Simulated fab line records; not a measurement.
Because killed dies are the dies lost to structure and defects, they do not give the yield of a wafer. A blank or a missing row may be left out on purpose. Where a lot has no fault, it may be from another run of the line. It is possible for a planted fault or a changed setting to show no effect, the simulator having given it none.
Matching of chambers || flow sfq-line || SFQ_TRILAYER_I3_CMP_CMP_082 on cmp-02 has 4 sister chambers
The step polishes SiO2. 8 wafers are shown with their chamber, then 8 later ones without.

## EACH WAFER AND ITS CHAMBER
{"wafer": "L255.1", "chamber": 0, "motor-current-A (A)": 9.0, "time-to-endpoint-s (s)": 214}
{"wafer": "L255.4", "chamber": 2, "motor-current-A (A)": 11.3, "time-to-endpoint-s (s)": 220}
{"wafer": "L256.2", "chamber": 3, "motor-current-A (A)": 9.5, "time-to-endpoint-s (s)": 204}
{"wafer": "L256.6", "chamber": 2, "motor-current-A (A)": 11.7, "time-to-endpoint-s (s)": 212}
{"wafer": "L257.1", "chamber": 1, "motor-current-A (A)": 11.1, "time-to-endpoint-s (s)": 206}
{"wafer": "L257.2", "chamber": 0, "motor-current-A (A)": 8.6, "time-to-endpoint-s (s)": 209}
{"wafer": "L257.6", "chamber": 1, "motor-current-A (A)": 11.4, "time-to-endpoint-s (s)": 208}
{"wafer": "L259.3", "chamber": 3, "motor-current-A (A)": 9.1, "time-to-endpoint-s (s)": 214}

## WAFERS WITHOUT THEIR CHAMBER
{"wafer": "L259.5", "motor-current-A (A)": 11.6, "time-to-endpoint-s (s)": 224}
{"wafer": "L259.6", "motor-current-A (A)": 9.2, "time-to-endpoint-s (s)": 219}
{"wafer": "L260.2", "motor-current-A (A)": 11.5, "time-to-endpoint-s (s)": 215}
{"wafer": "L260.4", "motor-current-A (A)": 11.7, "time-to-endpoint-s (s)": 219}
{"wafer": "L260.6", "motor-current-A (A)": 11.7, "time-to-endpoint-s (s)": 220}
{"wafer": "L262.2", "motor-current-A (A)": 12.0, "time-to-endpoint-s (s)": 212}
{"wafer": "L262.5", "motor-current-A (A)": 10.0, "time-to-endpoint-s (s)": 225}
{"wafer": "L262.6", "motor-current-A (A)": 8.7, "time-to-endpoint-s (s)": 223}

## CHAMBER TAKEN BY EACH
{"wafer": "L259.5", "from the rows above": 2, "in truth": 2}
{"wafer": "L259.6", "from the rows above": "can't be placed: 3 or 0", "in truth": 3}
{"wafer": "L260.2", "from the rows above": "can't be placed: 2 or 1", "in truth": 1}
{"wafer": "L260.4", "from the rows above": 2, "in truth": 2}
{"wafer": "L260.6", "from the rows above": 2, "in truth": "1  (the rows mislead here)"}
{"wafer": "L262.2", "from the rows above": "can't be placed: 2 or 1", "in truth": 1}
{"wafer": "L262.5", "from the rows above": "can't be placed: 3 or 0 or 2 or 1", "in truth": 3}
{"wafer": "L262.6", "from the rows above": "can't be placed: 0 or 3", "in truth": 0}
2 of 8 placed correctly. Can't be placed from these rows: 5 (the true chamber is among the candidates in 5). 1 placed wrongly.
How it was worked out, from the rows above alone: a wafer's distance from a chamber is the root of the sum, over the readings, of the square of ((its reading less the chamber's mean) divided by the reading's scatter). If the next closest chamber is less than 2 further off than the closest, the wafer can't be placed; otherwise it belongs to the closest. A chamber's mean is the mean of its shown wafers. How the scatter is found: for the shown wafers, subtract from each reading the mean of its chamber, square and add these, divide the total by (wafers less chambers), then take the root.
